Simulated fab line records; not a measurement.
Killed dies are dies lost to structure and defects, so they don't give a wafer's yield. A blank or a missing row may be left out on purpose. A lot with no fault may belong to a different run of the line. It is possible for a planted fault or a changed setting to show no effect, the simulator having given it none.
Matching of chambers | flow gf180mcu | cmp-01 running GF_STI_CMP_25: 3 sister chambers
The step polishes, stops on Si3N4, t overpolish 33 s, target thk 524.6 nm. 6 wafers are shown with their chamber, then 4 later ones without.

WAFERS PAIRED WITH THEIR CHAMBERS
wafer  | chamber | motor current A (A) | slurry flow ml min
L523.4 | 2       | 12.7                | 149.9
L531.1 | 0       | 12.1                | 149.5
L531.2 | 2       | 12.2                | 149.6
L531.5 | 3       | 11.8                | 150.5
L532.1 | 0       | 11.8                | 150.4
L532.5 | 3       | 11.8                | 150.4

WAFERS WHOSE CHAMBER IS MISSING
wafer  | motor current A (A) | slurry flow ml min
L532.6 | 12.5                | 150.1
L533.1 | 12.3                | 150.5
L533.4 | 11.7                | 150.3
L542.3 | 11.5                | 150.3

WHICH CHAMBER EACH WENT THROUGH
wafer  | from the rows above          | in truth
L532.6 | can't be placed: 2 or 0      | 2
L533.1 | can't be placed: 2 or 0 or 3 | 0
L533.4 | can't be placed: 3 or 0      | 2
L542.3 | can't be placed: 3 or 0      | 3
Placed correctly: 0 of 4. These rows do not allow placing 4 (true chamber among the candidates in 3). 0 placed wrongly.
How it was worked out, from the rows above alone: a wafer's distance from a chamber is the root of the sum, over the readings, of the square of ((its reading less the chamber's mean) divided by the reading's scatter). If the next closest chamber is less than 2 further off than the closest, the wafer can't be placed; otherwise it belongs to the closest. Each chamber's mean is taken over the wafers shown for it. The scatter is the square root of a quotient: the sum, over the shown wafers, of each reading's squared deviation from its chamber's mean, divided by wafers minus chambers.
